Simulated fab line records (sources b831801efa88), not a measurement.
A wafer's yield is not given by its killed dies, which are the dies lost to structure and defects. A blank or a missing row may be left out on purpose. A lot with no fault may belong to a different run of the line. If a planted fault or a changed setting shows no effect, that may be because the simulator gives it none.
Which of the tools did it? | flow sky130 | 11 lots with 33 wafers sampled at 5 steps, on a route of 708 steps

WHAT THE GAUGES SHOWED, per wafer
Not one reading of a measure or inspect step in the record can be checked against a usual standard deviation.

WHICH TOOL RAN EACH LOT (tool, then ch and the chambers of the sampled wafers, then the start)
lot  | SKY_METAL4_ETCH_17                | SKY_VIA4_SPUTTER_17         | SKY_VIA4_CMP_21               | SKY_PAD_OPEN_ETCH_07              | SKY_PAD_OPEN_PROBE_99
L554 | rieDiel-02 ch 0,1,3, day 41 18:20 | pvdSputter-03, day 42 20:11 | cmp-02 ch 1,3, day 42 20:35   | rieDiel-02 ch 0,1, day 45 17:37   | prober-01, day 45 19:56
L557 | rieDiel-01 ch 0,3, day 42 23:32   | pvdSputter-01, day 44 00:46 | cmp-02 ch 0,3, day 44 01:10   | rieDiel-03 ch 2,3, day 46 17:55   | prober-02, day 46 20:20
L560 | rieDiel-03 ch 1,2, day 44 01:06   | pvdSputter-02, day 45 01:13 | cmp-02 ch 0,1,2, day 45 01:37 | rieDiel-02 ch 1,2, day 47 16:39   | prober-01, day 47 19:01
L561 | rieDiel-03 ch 0,1,3, day 44 03:21 | pvdSputter-01, day 45 02:58 | cmp-01 ch 0,1,3, day 45 03:28 | rieDiel-03 ch 1,2, day 47 17:43   | prober-02, day 47 20:09
L567 | rieDiel-03 ch 2,3, day 45 11:45   | pvdSputter-02, day 46 10:23 | cmp-02 ch 1,2,3, day 46 10:47 | rieDiel-03 ch 0,2, day 48 22:07   | prober-02, day 49 00:31
L570 | rieDiel-02 ch 0,1,3, day 46 05:06 | pvdSputter-02, day 47 03:25 | cmp-01 ch 0,1,3, day 47 03:49 | rieDiel-03 ch 0,2, day 49 12:39   | prober-01, day 49 14:58
L571 | rieDiel-01 ch 0,2, day 46 12:54   | pvdSputter-03, day 47 10:08 | cmp-01 ch 0,1,3, day 47 10:35 | rieDiel-03 ch 0,2, day 49 19:06   | prober-02, day 49 21:25
L573 | rieDiel-03 ch 0,2,3, day 47 01:09 | pvdSputter-03, day 47 23:20 | cmp-01 ch 0,1,2, day 47 23:44 | rieDiel-04 ch 1,2,3, day 50 05:03 | prober-02, day 50 07:22
L574 | rieDiel-01 ch 1, day 47 06:17     | pvdSputter-01, day 48 03:45 | cmp-01 ch 0,2, day 48 04:11   | rieDiel-03 ch 1,2,3, day 50 08:58 | prober-01, day 50 11:17
L575 | rieDiel-01 ch 1,2, day 47 12:28   | pvdSputter-03, day 48 09:36 | cmp-01 ch 0,1,2, day 48 09:59 | rieDiel-03 ch 0,1,3, day 50 14:27 | prober-02, day 50 16:51
L576 | rieDiel-01 ch 1,2, day 47 14:24   | pvdSputter-01, day 48 11:46 | cmp-01 ch 0,1,3, day 48 12:12 | rieDiel-04 ch 0,1,2, day 50 16:16 | prober-01, day 50 18:35
- SKY_METAL4_ETCH_17: etches SiO2 in C4F8/O2/Ar, stops on TiN, time 3.9 s, target depth 15 nm.
- SKY_VIA4_SPUTTER_17: material TiN, target thk 20 nm, time 80 s.
- SKY_VIA4_CMP_21: polishes, stops on SiO2, t overpolish 25 s, target thk 0 nm.
- SKY_PAD_OPEN_ETCH_07: etches the open film in CF4/O2, stops on AlCu, target depth 725 nm, time 161.1 s.
- SKY_PAD_OPEN_PROBE_99

AS READ BY THE TOOLS THEMSELVES (means over the sampled wafers that have a number; for cases with no such wafer, the mark the record gives instead)
SKY_METAL4_ETCH_17. Usual: biasW 1199 W, standard deviation 3.5; chamberPressureMTorr 40.00 mTorr, standard deviation 0.037; oesProductAu 0.754 a.u., standard deviation 0.0068; rfFwdPowerW 1469 W, standard deviation 7.5.
lot  | tool       | biasW (W) | chamberPressureMTorr (mTorr) | oesProductAu (a.u.) | rfFwdPowerW (W) | flag
L554 | rieDiel-02 | 1197      | 40.02                        | 0.759               | 1467            | 
L557 | rieDiel-01 | 1202      | 40.01                        | 0.751               | 1476            | 
L560 | rieDiel-03 | 1197      | 40.02                        | 0.754               | 1470            | 
L561 | rieDiel-03 | 1200      | 40.01                        | 0.755               | 1472            | 
L567 | rieDiel-03 | 1200      | 40.01                        | 0.754               | 1476            | 
L570 | rieDiel-02 | 1200      | 39.97                        | 0.751               | 1461            | 
L571 | rieDiel-01 | 1201      | 40.03                        | 0.748               | 1473            | 
L573 | rieDiel-03 | 1200      | 40.00                        | 0.758               | 1473            | 
L574 | rieDiel-01 | 1196      | 39.99                        | 0.751               | 1458            | 
L575 | rieDiel-01 | 1198      | 40.01                        | 0.756               | 1463            | 
L576 | rieDiel-01 | 1199      | 40.00                        | 0.754               | 1464            | 

SKY_VIA4_SPUTTER_17. Usual: chamberPressurePa 5.001 Pa, standard deviation 0.0092; throttleValvePct 29.8 %, standard deviation 1.
lot  | tool          | chamberPressurePa (Pa) | throttleValvePct (%) | flag
L554 | pvdSputter-03 | 4.988                  | 29.0                 | 
L557 | pvdSputter-01 | 5.007                  | 29.8                 | 
L560 | pvdSputter-02 | 4.994                  | 30.1                 | 
L561 | pvdSputter-01 | 4.996                  | 28.9                 | 
L567 | pvdSputter-02 | 5.005                  | 30.3                 | 
L570 | pvdSputter-02 | 4.999                  | 29.9                 | 
L571 | pvdSputter-03 | 5.000                  | 29.2                 | 
L573 | pvdSputter-03 | 4.998                  | 29.2                 | 
L574 | pvdSputter-01 | 4.999                  | 30.4                 | 
L575 | pvdSputter-03 | 4.998                  | 29.2                 | 
L576 | pvdSputter-01 | 5.000                  | 30.3                 | 

SKY_VIA4_CMP_21. Usual: motorCurrentA 10.5 A, standard deviation 0.92; overpolishRunS 25.000 s, standard deviation 0.0085; retainingRingPressureFrac 0.999, standard deviation 0.0048; timeToEndpointS 122 s, standard deviation 3.6.
lot  | tool   | motorCurrentA (A) | overpolishRunS (s) | retainingRingPressureFrac | timeToEndpointS (s) | flag
L554 | cmp-02 | 10.8              | 25.000             | 0.997                     | 126                 | 
L557 | cmp-02 | 11.1              | 24.999             | 1.000                     | 121                 | 
L560 | cmp-02 | 9.9               | 24.996             | 1.007                     | 125                 | 
L561 | cmp-01 | 10.7              | 24.992             | 1.003                     | 124                 | 
L567 | cmp-02 | 10.2              | 24.999             | 0.997                     | 118                 | 
L570 | cmp-01 | 10.7              | 25.000             | 0.996                     | 125                 | 
L571 | cmp-01 | 10.7              | 25.003             | 1.003                     | 123                 | 
L573 | cmp-01 | 10.4              | 24.997             | 0.999                     | 121                 | 
L574 | cmp-01 | 11.2              | 24.995             | 1.000                     | 119                 | 
L575 | cmp-01 | 10.4              | 25.006             | 0.999                     | 122                 | 
L576 | cmp-01 | 10.8              | 25.001             | 0.999                     | 126                 | 

SKY_PAD_OPEN_ETCH_07. Usual: O2_flow_sccm 10.00 sccm, standard deviation 0.032; biasW 150.0 W, standard deviation 0.43; drypumpMotorCurrentA 5.6 A, standard deviation 0.39; oesProductAu 0.977 a.u., standard deviation 0.0069; rfFwdPowerW 796.7 W, standard deviation 2.7; throttleValvePct 5.965 %, standard deviation 0.009.
lot  | tool       | O2_flow_sccm (sccm) | biasW (W) | drypumpMotorCurrentA (A) | oesProductAu (a.u.) | rfFwdPowerW (W) | throttleValvePct (%) | flag
L554 | rieDiel-02 | 10.00               | 149.5     | 5.7                      | 0.980               | 797.5           | 5.970                | 
L557 | rieDiel-03 | 10.00               | 149.5     | 5.5                      | 0.971               | 798.7           | 5.962                | 
L560 | rieDiel-02 | 10.01               | 150.2     | 6.1                      | 0.985               | 799.8           | 5.969                | 
L561 | rieDiel-03 | 10.02               | 150.1     | 5.6                      | 0.980               | 797.0           | 5.964                | 
L567 | rieDiel-03 | 10.02               | 150.2     | 5.8                      | 0.976               | 797.2           | 5.956                | 
L570 | rieDiel-03 | -                   | -         | -                        | -                   | -               | -                    | OFF
L571 | rieDiel-03 | -                   | -         | -                        | -                   | -               | -                    | OFF
L573 | rieDiel-04 | 10.01               | 149.8     | 5.5                      | 0.974               | 795.1           | 5.960                | 
L574 | rieDiel-03 | 10.03               | 150.0     | 5.5                      | 0.976               | 798.3           | 5.957                | 
L575 | rieDiel-03 | 10.00               | 150.0     | 5.6                      | 0.977               | 796.8           | 5.959                | 
L576 | rieDiel-04 | 10.03               | 149.8     | 5.1                      | 0.970               | 798.1           | 5.956                | 

SKY_PAD_OPEN_PROBE_99. Usual: defectLimitedYield 82.6 %, standard deviation 1.9; killed_at_M0_to_M3 43, standard deviation 6.9; killed_at_M4_up 3.2, standard deviation 2; killedAtContacts 25, standard deviation 5.1; killedAtFrontEnd 15, standard deviation 4.5; killedAtOther 0.2, standard deviation 0.51; killedDies 85, standard deviation 9.5; killedOnRim 16, standard deviation 3.7; killedOpen 48, standard deviation 6.9; killedShort 38, standard deviation 6.7; sort_bin_3_pad_short 0.8 %, standard deviation 0.4; sort_bin_5_function 10.2 %, standard deviation 1.6; sort_bin_6_memory 6.4 %, standard deviation 1.1; sortNPass 407, standard deviation 9.5; sortYieldPct 82.6 %, standard deviation 1.9.
lot  | tool      | defectLimitedYield (%) | killed_at_M0_to_M3 | killed_at_M4_up | killedAtContacts | killedAtFrontEnd | killedAtOther | killedDies | killedOnRim | killedOpen | killedShort | sort_bin_3_pad_short (%) | sort_bin_5_function (%) | sort_bin_6_memory (%) | sortNPass | sortYieldPct (%) | flag
L554 | prober-01 | 81.2                   | 51                 | 4.0             | 24               | 14               | 0.0           | 93         | 17          | 54         | 39          | 0.9                      | 11.6                    | 6.3                   | 399       | 81.2             | 
L557 | prober-02 | 82.6                   | 43                 | 3.3             | 28               | 11               | 0.0           | 86         | 17          | 49         | 36          | 0.6                      | 10.5                    | 6.3                   | 406       | 82.6             | 
L560 | prober-01 | 84.3                   | 38                 | 2.7             | 23               | 14               | 0.0           | 77         | 19          | 42         | 35          | 1.1                      | 8.3                     | 6.2                   | 415       | 84.3             | 
L561 | prober-02 | 82.9                   | 45                 | 2.3             | 21               | 16               | 0.0           | 84         | 17          | 49         | 35          | 0.7                      | 10.2                    | 6.1                   | 408       | 82.9             | 
L567 | prober-02 | 84.5                   | 43                 | 3.0             | 20               | 10               | 0.3           | 76         | 17          | 43         | 34          | 0.8                      | 9.1                     | 5.6                   | 416       | 84.5             | 
L570 | prober-01 | 0.0                    | 44                 | 3.7             | 24               | 15               | 405.3         | 492        | 96          | 49         | 38          | 0.3                      | 93.0                    | 6.7                   | 0         | 0.0              | OFF
L571 | prober-02 | 0.0                    | 40                 | 2.0             | 23               | 13               | 414.3         | 492        | 96          | 39         | 38          | 0.8                      | 93.0                    | 6.2                   | 0         | 0.0              | OFF
L573 | prober-02 | 82.0                   | 41                 | 4.3             | 27               | 16               | 0.3           | 89         | 15          | 49         | 40          | 0.7                      | 11.0                    | 6.4                   | 403       | 82.0             | 
L574 | prober-01 | 83.5                   | 35                 | 2.3             | 27               | 16               | 0.3           | 81         | 16          | 46         | 35          | 0.7                      | 9.4                     | 6.4                   | 411       | 83.5             | 
L575 | prober-02 | 81.0                   | 46                 | 3.3             | 29               | 15               | 0.3           | 94         | 17          | 50         | 43          | 0.8                      | 11.8                    | 6.4                   | 398       | 81.0             | 
L576 | prober-01 | 84.5                   | 33                 | 2.3             | 27               | 14               | 0.0           | 76         | 15          | 44         | 32          | 0.7                      | 9.2                     | 5.7                   | 416       | 84.5             | 

THE ANSWER, worked out from the rows above alone
Rule: a lot counts as off when the mean over its wafers that have a number is more than 3 standard deviations away from the usual mean. A lot without any number at a reading at which 4 lots or more have one is off too. Any other lot the step has rows for is counted as sound. After the gauges, taken in route order, come the tools' own readings; for these a lot's mean is taken, as printed above. At the first step where some lot is off, the reading lying furthest off is the one used; lots without a number count as furthest.
Off: L570, L571, at SKY_PAD_OPEN_ETCH_07 (O2_flow_sccm). Without a number there: L570, L571.
If a tool, at that step or one of the process steps before it, ran each lot that is off and ran no sound lot following the first of them, it fits. Not one of the candidates tried fits.

WHAT WAS PUT IN BY THE SIMULATOR
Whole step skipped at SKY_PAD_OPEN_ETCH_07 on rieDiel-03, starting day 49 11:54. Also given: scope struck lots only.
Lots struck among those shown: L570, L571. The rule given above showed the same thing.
